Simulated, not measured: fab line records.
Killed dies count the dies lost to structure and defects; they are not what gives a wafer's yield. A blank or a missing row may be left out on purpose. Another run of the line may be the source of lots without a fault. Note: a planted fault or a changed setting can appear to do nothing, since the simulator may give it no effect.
Which tool is to blame?	flow sky130	12 lots, 36 wafers sampled, at 5 steps of a route of 708

== WHAT EACH GAUGE READ, for each wafer ==
SKY_FIELD_ISO_THK_MEAS_25.
lot	measured	on	FIELD_ISO_CVD_24_THK (nm)
L142	day 2 15:34	filmMetro-02	598 592 587
L144	day 2 18:13	filmMetro-02	598 604 600
L145	day 2 23:40	filmMetro-01	598 593 600
L146	day 3 09:26	filmMetro-02	595 586 591
L147	day 3 16:12	filmMetro-03	590 274 596 590 274 597
L148	day 3 20:23	filmMetro-01	609 600 591
L151	day 4 14:02	filmMetro-02	585 262 266 585 262 267
L157	day 5 23:37	filmMetro-03	584 604 604
L161	day 6 14:37	filmMetro-03	581 590 600
L162	day 6 20:32	filmMetro-01	584 592 588
L163	day 7 02:38	filmMetro-01	593 592 596
L164	day 7 08:01	filmMetro-02	597 587 591

SKY_VT_ADJUST_LVTN_OVL_MEAS_18.
lot	measured	on	VT_ADJUST_LVTN_01_OVL (nm)
L142	day 8 05:22	overlay-01	2.5 0.8 -1.7
L144	day 8 07:26	overlay-02	0.1 0.2 -0.8
L145	day 8 12:35	overlay-01	-1.3 0.3 -0.2
L146	day 9 01:13	overlay-02	-2.8 -1.3 -1.8
L147	day 9 08:41	overlay-02	-2.7 0.0
L148	day 9 14:23	overlay-01	2.0 -0.7 0.5
L151	day 10 22:18	overlay-02	0.9
L157	day 12 11:55	overlay-02	-0.3 -0.3 -0.7
L161	day 13 04:30	overlay-01	-1.0 -0.6 -1.0
L162	day 13 13:29	overlay-01	1.2 -0.6 -0.9
L163	day 13 20:32	overlay-01	-3.9 -1.8 -1.9
L164	day 14 05:25	overlay-02	-0.4 0.1 1.0

SKY_LI_CONTACT_OVL_MEAS_13.
lot	measured	on	LI_CONTACT_OVL (nm)
L142	day 29 15:32	overlay-02	7 3 -1
L144	day 30 02:01	overlay-02	6 13 5
L145	day 30 05:37	overlay-02	12 -1 0
L146	day 31 00:10	overlay-02	6 3 5
L147	day 31 04:17	overlay-01	2 0
L148	day 31 16:20	overlay-01	-1 -6 0
L151	day 32 22:02	overlay-01	-6
L157	day 34 15:14	overlay-02	10 0 10
L161	day 35 11:23	overlay-02	12 13 5
L162	day 36 00:39	overlay-02	5 -5 6
L163	day 36 02:47	overlay-02	5 0 8
L164	day 36 09:59	overlay-02	13 7 10

== TOOL THAT RAN EACH LOT (tool first, then ch and the chambers of the sampled wafers, then the start) ==
lot	SKY_FIELD_ISO_CVD_24	SKY_FIELD_ISO_CMP_27
L142	hdpcvd-01 ch 0,1,2, day 2 15:29	cmp-01 ch 0,1,2, day 2 19:10
L144	hdpcvd-01 ch 0,1,2, day 2 18:09	cmp-02 ch 0,2, day 2 21:58
L145	hdpcvd-01 ch 0,1, day 2 23:35	cmp-01 ch 2,3, day 3 02:16
L146	hdpcvd-01 ch 0,1,2, day 3 09:22	cmp-02 ch 1,2,3, day 3 12:59
L147	hdpcvd-01 ch 1,2, day 3 16:07	cmp-02 ch 0,1,3, day 3 22:10
L148	hdpcvd-02 ch 0,2, day 3 20:18	cmp-02 ch 0,2,3, day 3 22:04
L151	hdpcvd-01 ch 0,1, day 4 13:58	cmp-02 ch 0,1, day 4 19:52
L157	hdpcvd-02 ch 0,1,2, day 5 23:32	cmp-01 ch 0,1, day 6 02:29
L161	hdpcvd-02 ch 1,2, day 6 14:32	cmp-02 ch 0,1,2, day 6 16:19
L162	hdpcvd-01 ch 1,2, day 6 20:27	cmp-01 ch 1,2, day 6 22:05
L163	hdpcvd-01 ch 1,2, day 7 02:34	cmp-02 ch 0,2,3, day 7 04:11
L164	hdpcvd-02 ch 0,2, day 7 07:56	cmp-01 ch 0,1,2, day 7 10:50
- SKY_FIELD_ISO_CVD_24: deposits SiO2, target thk 595 nm, time 99.2 s.
- SKY_FIELD_ISO_CMP_27: polishes, stops on Si3N4, t overpolish 16 s, target thk 457.8 nm.

== WHAT THE TOOLS THEMSELVES READ (means of the sampled wafers that have a number; where no wafer has one, the mark that the record gives instead) ==
SKY_FIELD_ISO_CMP_27.
lot	tool	motorCurrentA (A)	timeToEndpointS (s)
L142	cmp-01	11.6	112
L144	cmp-02	10.8	110
L145	cmp-01	12.8	117
L146	cmp-02	11.5	107
L147	cmp-02	10.9	88
L148	cmp-02	11.4	105
L151	cmp-02	11.3	65
L157	cmp-01	10.9	110
L161	cmp-02	11.5	107
L162	cmp-01	10.6	111
L163	cmp-02	11.5	103
L164	cmp-01	11.4	116

== THE ANSWER, worked out from the rows above alone ==
Rule: the lots themselves supply what counts as usual. Put in order of their means at a reading, lots are off if they are a third of the lots or fewer, leave a main group of 4 or more, and stand apart from it by a gap of 3 or more times the standard deviation of the main group's means; of several such gaps the widest counts. Not used: any main group whose means are identical at the precision the tables above print for the reading. A lot without any number at a reading at which 4 lots or more have one is off too. All remaining lots with rows at the step are treated as sound. First the gauges in route order, then the tools' own readings, where a lot's mean is used as printed above. At the first step where some lot is off, the reading lying furthest off is the one used; lots without a number count as furthest.
Off: L147, L151, at SKY_FIELD_ISO_THK_MEAS_25 (FIELD_ISO_CVD_24_THK). The main group has a mean of 594 nm with a standard deviation of 4.1.
A tool fits if, at a process step before that reading, it ran every lot that is off, and no sound lot after the first of them. The gauges at SKY_FIELD_ISO_THK_MEAS_25 aren't tried: what is off there is off at SKY_FIELD_ISO_CMP_27 too, on other tools, and a gauge's error can't cause that. Of those tried, none fits.

== WHAT THE SIMULATOR HAD PUT IN ==
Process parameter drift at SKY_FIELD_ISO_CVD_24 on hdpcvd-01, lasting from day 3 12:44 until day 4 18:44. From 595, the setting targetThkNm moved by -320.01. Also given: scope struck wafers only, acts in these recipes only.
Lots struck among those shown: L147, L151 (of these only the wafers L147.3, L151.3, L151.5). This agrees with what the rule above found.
